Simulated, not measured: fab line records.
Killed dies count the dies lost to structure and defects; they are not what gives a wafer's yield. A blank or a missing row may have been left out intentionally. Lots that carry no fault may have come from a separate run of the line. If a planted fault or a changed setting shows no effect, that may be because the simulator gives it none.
2 desks, one fault / flow gf180mcu / each desk has only its own numbers; what lay behind them comes last

## AT THE METROLOGY DESK
What the gauges read for every lot (on any tool): the sampled wafers with a number, averaged. A lot is out of limits, marked OUT, if its mean lies more than 4 standard deviations from the usual mean; the brackets give that distance.
Columns: A = HV_LDD_2_TW at GF_HV_LDD_TW_MEAS_23, usual 1054; B = HV_LDD_3_TW at GF_HV_LDD_TW_MEAS_38, usual 1432; C = HV_LDD_03_OVL at GF_HV_LDD_OVL_MEAS_47, usual 0.0 nm; D = HV_LDD_RS at GF_HV_LDD_RS_MEAS_53, usual 419.0 ohm/sq
lot=L674; first seen here=day 11 15:29; A=1053; B=1441; C=-0.1; D=418.0
lot=L677; first seen here=day 12 15:10; A=1061; B=1428; C=-0.2; D=419.7
lot=L678; first seen here=day 12 21:25; A=1058; B=1430; C=-0.8; D=420.9
lot=L681; first seen here=day 13 15:58; A=1058; B=1438; C=-0.3; D=419.4
lot=L682; first seen here=day 14 00:07; A=1048; B=1427; C=1.0; D=418.4
lot=L683; first seen here=day 14 04:14; A=1060; B=1422; C=-0.6; D=418.2
lot=L685; first seen here=day 14 17:14; A=1048; B=1325 (-11) OUT; C=-0.5; D=438.3 (+20) OUT
lot=L686; first seen here=day 15 02:23; A=1046; B=1316 (-12) OUT; C=0.7; D=438.3 (+20) OUT
lot=L687; first seen here=day 15 15:58; A=1058; B=1316 (-12) OUT; C=0.2; D=436.5 (+18) OUT
lot=L689; first seen here=day 16 07:13; A=1065; B=1438; C=-1.0; D=419.0
lot=L695; first seen here=day 18 05:28; A=1059; B=1440; C=-0.3; D=419.1
lot=L696; first seen here=day 18 13:46; A=1050; B=1423; C=-0.1; D=420.0
Per this desk, out of limits: L685, L686, L687; the first was L685, day 15 16:02 (HV_LDD_3_TW at GF_HV_LDD_TW_MEAS_38). In limits: L674, L677, L678, L681, L682, L683, L689, L695, L696.

## AT THE TOOL OWNER'S DESK: implanter-01
The tool's own readings at GF_HV_LDD_IMPLANT_34: means of the sampled wafers that have a number, for each lot that ran on this tool. A lot is out of limits, marked OUT, if its mean lies more than 4 standard deviations from the usual mean; the brackets give that distance.
Columns: A = dose-ions-cm2 at GF_HV_LDD_IMPLANT_34, usual 7.5e+12; B = faraday-current-uA at GF_HV_LDD_IMPLANT_34, usual 42.5; C = rotation-deg at GF_HV_LDD_IMPLANT_34, usual 89.998 degrees
lot=L674; first seen here=day 12 11:09; A=7.5e+12; B=41.8; C=90.012
lot=L682; first seen here=day 14 21:16; A=7.5e+12; B=42.4; C=90.007
lot=L683; first seen here=day 15 02:19; A=7.5e+12; B=43.0; C=90.013
lot=L685; first seen here=day 15 15:27; A=7.6e+11 (-99 or more) OUT; B=4.3 (-48) OUT; C=89.965
lot=L686; first seen here=day 16 00:25; A=7.5e+11 (-99 or more) OUT; B=4.3 (-48) OUT; C=90.038
lot=L687; first seen here=day 16 14:47; A=7.5e+11 (-99 or more) OUT; B=4.2 (-48) OUT; C=89.960
This desk's finding: out of limits on L685, L686, L687; first on L685, day 15 15:27 (dose-ions-cm2 at GF_HV_LDD_IMPLANT_34). In limits: L674, L682, L683.

## BROUGHT TOGETHER
The tool owner's desk had the chance to raise an alarm at day 15 15:27 on L685, L686, L687.
At day 15 16:02 the metrology desk could have sounded an alarm, on L685, L686, L687.
All the named lots went through GF_HV_LDD_IMPLANT_34 on implanter-01.

## WHAT THE SIMULATOR PUT IN
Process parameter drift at GF_HV_LDD_IMPLANT_34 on implanter-01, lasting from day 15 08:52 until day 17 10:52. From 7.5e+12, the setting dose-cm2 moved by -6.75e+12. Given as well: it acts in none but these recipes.
Struck lots among those shown: L685, L686, L687.
Delay (hours) between the fault's onset and each desk's first out-of-limits reading: 7 at the tool owner's desk, 7 at the metrology desk.
